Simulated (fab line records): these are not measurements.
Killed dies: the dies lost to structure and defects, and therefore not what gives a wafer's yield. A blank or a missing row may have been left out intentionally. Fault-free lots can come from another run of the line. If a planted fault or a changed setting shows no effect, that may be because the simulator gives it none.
Check for tools in common || flow gf180mcu || 15 lots, 54 wafers sampled

THE REASON FOR OPENING IT
Of 15 lots, 3 have the reading STI_OXIDATION_THK flagged at GF_STI_THK_MEAS_02. Fault-free wafers read 9.99 nm, with a standard deviation of 0.2.
Rule: flag the lot when none of its wafers has a number, or when each of its wafers that has one lies beyond 4 standard deviations from that mean. The rest of the lots are taken to be sound.

{"lot": "L185", "measured": "day 1 13:39", "on": "film_metro-02", "STI_OXIDATION_THK (nm), wafer by wafer": "10.40 10.15 10.31", "flag": ""}
{"lot": "L186", "measured": "day 1 16:31", "on": "film_metro-04", "STI_OXIDATION_THK (nm), wafer by wafer": "9.84 9.78 9.71", "flag": ""}
{"lot": "L187", "measured": "day 1 21:31", "on": "film_metro-02", "STI_OXIDATION_THK (nm), wafer by wafer": "10.19 10.00 10.28", "flag": ""}
{"lot": "L188", "measured": "day 2 02:31", "on": "film_metro-04", "STI_OXIDATION_THK (nm), wafer by wafer": "9.98 9.83 9.78", "flag": ""}
{"lot": "L189", "measured": "day 2 08:18", "on": "film_metro-04", "STI_OXIDATION_THK (nm), wafer by wafer": "10.21 10.13 10.19", "flag": ""}
{"lot": "L194", "measured": "day 3 10:16", "on": "film_metro-01", "STI_OXIDATION_THK (nm), wafer by wafer": "15.80 15.87 16.30 15.77 15.85 16.25", "flag": "FLAGGED"}
{"lot": "L198", "measured": "day 4 06:05", "on": "film_metro-02", "STI_OXIDATION_THK (nm), wafer by wafer": "16.47 16.44 16.38 16.50 16.36 16.38", "flag": "FLAGGED"}
{"lot": "L199", "measured": "day 4 11:46", "on": "film_metro-02", "STI_OXIDATION_THK (nm), wafer by wafer": "16.25 16.53 16.50 16.18 16.54 16.49", "flag": "FLAGGED"}
{"lot": "L200", "measured": "day 4 14:56", "on": "film_metro-02", "STI_OXIDATION_THK (nm), wafer by wafer": "10.02 9.97 9.94", "flag": ""}
{"lot": "L201", "measured": "day 4 20:52", "on": "film_metro-04", "STI_OXIDATION_THK (nm), wafer by wafer": "9.98 10.01 10.14", "flag": ""}
{"lot": "L202", "measured": "day 5 00:31", "on": "film_metro-01", "STI_OXIDATION_THK (nm), wafer by wafer": "9.79 9.86 9.83", "flag": ""}
{"lot": "L203", "measured": "day 5 05:31", "on": "film_metro-01", "STI_OXIDATION_THK (nm), wafer by wafer": "10.24 10.06 10.08", "flag": ""}
{"lot": "L204", "measured": "day 5 10:31", "on": "film_metro-02", "STI_OXIDATION_THK (nm), wafer by wafer": "10.23 9.94 10.15", "flag": ""}
{"lot": "L206", "measured": "day 5 20:31", "on": "film_metro-04", "STI_OXIDATION_THK (nm), wafer by wafer": "10.01 9.85 9.84", "flag": ""}
{"lot": "L207", "measured": "day 6 01:34", "on": "film_metro-01", "STI_OXIDATION_THK (nm), wafer by wafer": "9.72 9.66 9.60", "flag": ""}
Average over the flagged lots: 16.27 nm; offset from the usual +6.28 nm, equal to +31 standard deviations.

WHICH TOOL EACH LOT WENT THROUGH
The record holds 1 process step before the reading, out of a route of 602 steps. Each cell gives the tool, then ch followed by the chambers the sampled wafers passed through, then the start.
{"lot": "L185", "flag": "", "GF_STI_OXIDATION_01": "furnace-01 ch 0, day 1 12:13"}
{"lot": "L186", "flag": "", "GF_STI_OXIDATION_01": "furnace-02 ch 0, day 1 15:07"}
{"lot": "L187", "flag": "", "GF_STI_OXIDATION_01": "furnace-01 ch 0, day 1 20:07"}
{"lot": "L188", "flag": "", "GF_STI_OXIDATION_01": "furnace-01 ch 0, day 2 01:07"}
{"lot": "L189", "flag": "", "GF_STI_OXIDATION_01": "furnace-02 ch 0, day 2 06:53"}
{"lot": "L194", "flag": "FLAGGED", "GF_STI_OXIDATION_01": "furnace-02 ch 0, day 3 07:16"}
{"lot": "L198", "flag": "FLAGGED", "GF_STI_OXIDATION_01": "furnace-01 ch 0, day 4 03:07"}
{"lot": "L199", "flag": "FLAGGED", "GF_STI_OXIDATION_01": "furnace-01 ch 0, day 4 08:49 and furnace-02 ch 0, day 4 10:22"}
{"lot": "L200", "flag": "", "GF_STI_OXIDATION_01": "furnace-02 ch 0, day 4 13:32"}
{"lot": "L201", "flag": "", "GF_STI_OXIDATION_01": "furnace-01 ch 0, day 4 19:28"}
{"lot": "L202", "flag": "", "GF_STI_OXIDATION_01": "furnace-01 ch 0, day 4 23:07"}
{"lot": "L203", "flag": "", "GF_STI_OXIDATION_01": "furnace-02 ch 0, day 5 04:07"}
{"lot": "L204", "flag": "", "GF_STI_OXIDATION_01": "furnace-01 ch 0, day 5 09:07"}
{"lot": "L206", "flag": "", "GF_STI_OXIDATION_01": "furnace-02 ch 0, day 5 19:07"}
{"lot": "L207", "flag": "", "GF_STI_OXIDATION_01": "furnace-01 ch 0, day 6 00:10"}
What these steps do:
- GF_STI_OXIDATION_01: stabilise 600 s, purge 300 s, target thk 10 nm.
- GF_STI_THK_MEAS_02

FLAGGED AGAINST TOTAL, ONE TOOL AT A TIME (gauges that did the reading follow at the end)
{"step": "GF_STI_OXIDATION_01", "tool": "furnace-01", "lots run": 9, "flagged": 2, "share of the flagged lots": "some", "sound lots run after its first flagged lot": "4 (L201,L202,L204,L207)"}
{"step": "GF_STI_OXIDATION_01", "tool": "furnace-02", "lots run": 7, "flagged": 2, "share of the flagged lots": "some", "sound lots run after its first flagged lot": "3 (L200,L203,L206)"}
{"step": "GF_STI_THK_MEAS_02", "tool": "film_metro-01", "lots run": 4, "flagged": 1, "share of the flagged lots": "some", "sound lots run after its first flagged lot": "3 (L202,L203,L207)"}
{"step": "GF_STI_THK_MEAS_02", "tool": "film_metro-02", "lots run": 6, "flagged": 2, "share of the flagged lots": "some", "sound lots run after its first flagged lot": "2 (L200,L204)"}
{"step": "GF_STI_THK_MEAS_02", "tool": "film_metro-04", "lots run": 5, "flagged": 0, "share of the flagged lots": "none", "sound lots run after its first flagged lot": "-"}

WHAT THE TABLE PERMITS
No row of the table ran every flagged lot.

WHAT THE SIMULATOR HAD PUT IN
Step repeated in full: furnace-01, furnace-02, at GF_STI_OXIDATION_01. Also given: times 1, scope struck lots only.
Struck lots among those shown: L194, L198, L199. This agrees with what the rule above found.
